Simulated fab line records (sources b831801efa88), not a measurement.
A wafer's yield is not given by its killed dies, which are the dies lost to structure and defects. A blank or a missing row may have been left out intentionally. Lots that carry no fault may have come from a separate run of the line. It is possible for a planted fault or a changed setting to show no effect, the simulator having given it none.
2 desks, one fault -- flow gf180mcu -- numbers are kept per desk, each desk with only its own; the story behind them comes last

== FROM THE METROLOGY DESK ==
Lot by lot, what the gauges showed, no matter which tool ran the lot: averages of those sampled wafers that carry a number. Any lot whose mean is over 4 standard deviations away from the usual mean is out of limits and marked OUT; that distance is given in the brackets.
Columns: A = HV_LDD_RS at GF_HV_LDD_RS_MEAS_53, usual 418.1 ohm/sq
lot,first seen here,A
L285,day 12 10:37,418.4
L286,day 13 02:36,418.4
L287,day 13 03:10,417.8
L289,day 13 18:16,417.8
L288,day 13 18:42,417.2
L292,day 15 00:27,417.4
L293,day 15 12:17,418.0
L295,day 15 22:06,418.9
L296,day 16 06:34,419.1
L300,day 17 06:18,409.8 (-9.8) OUT
L303,day 18 07:42,410.6 (-8.8) OUT
L305,day 18 22:15,418.2
L308,day 20 03:22,418.1
This desk's result: L300, L303 out of limits, first on L300 (HV_LDD_RS at GF_HV_LDD_RS_MEAS_53), day 17 06:18. In limits: L285, L286, L287, L289, L288, L292, L293, L295, L296, L305, L308.

== AT THE TOOL OWNER'S DESK: implanter-04 ==
The tool's own readings at GF_HV_LDD_IMPLANT_09: means of the sampled wafers that have a number, for each lot that ran on this tool. Any lot whose mean is over 4 standard deviations away from the usual mean is out of limits and marked OUT; that distance is given in the brackets.
Columns: A = dose-ions-cm2 at GF_HV_LDD_IMPLANT_09, usual 9.997e+13
lot,first seen here,A
L285,day 10 03:33,9.996e+13
L289,day 11 08:04,1.001e+14
L293,day 12 21:00,1.001e+14
L296,day 13 13:56,9.985e+13
L300,day 14 11:19,1.038e+14 (+35) OUT
L303,day 15 10:38,1.040e+14 (+36) OUT
This desk's verdict: out of limits on L300, L303, starting with L300 at day 14 11:19 (dose-ions-cm2 at GF_HV_LDD_IMPLANT_09). In limits: L285, L289, L293, L296.

== TAKEN TOGETHER ==
The tool owner's desk had the chance to raise an alarm at day 14 11:19 on L300, L303.
Metrology desk: alarm possible at day 17 06:18 on L300, L303.
Every lot named ran GF_HV_LDD_IMPLANT_09 on implanter-04.

== WHAT WAS PUT IN BY THE SIMULATOR ==
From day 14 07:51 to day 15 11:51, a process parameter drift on implanter-04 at GF_HV_LDD_IMPLANT_09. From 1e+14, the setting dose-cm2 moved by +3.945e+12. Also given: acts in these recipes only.
Struck lots among those shown: L300, L303.
Hours from the fault's start to each desk's first reading out of limits: the tool owner's desk, 3; the metrology desk, 70.
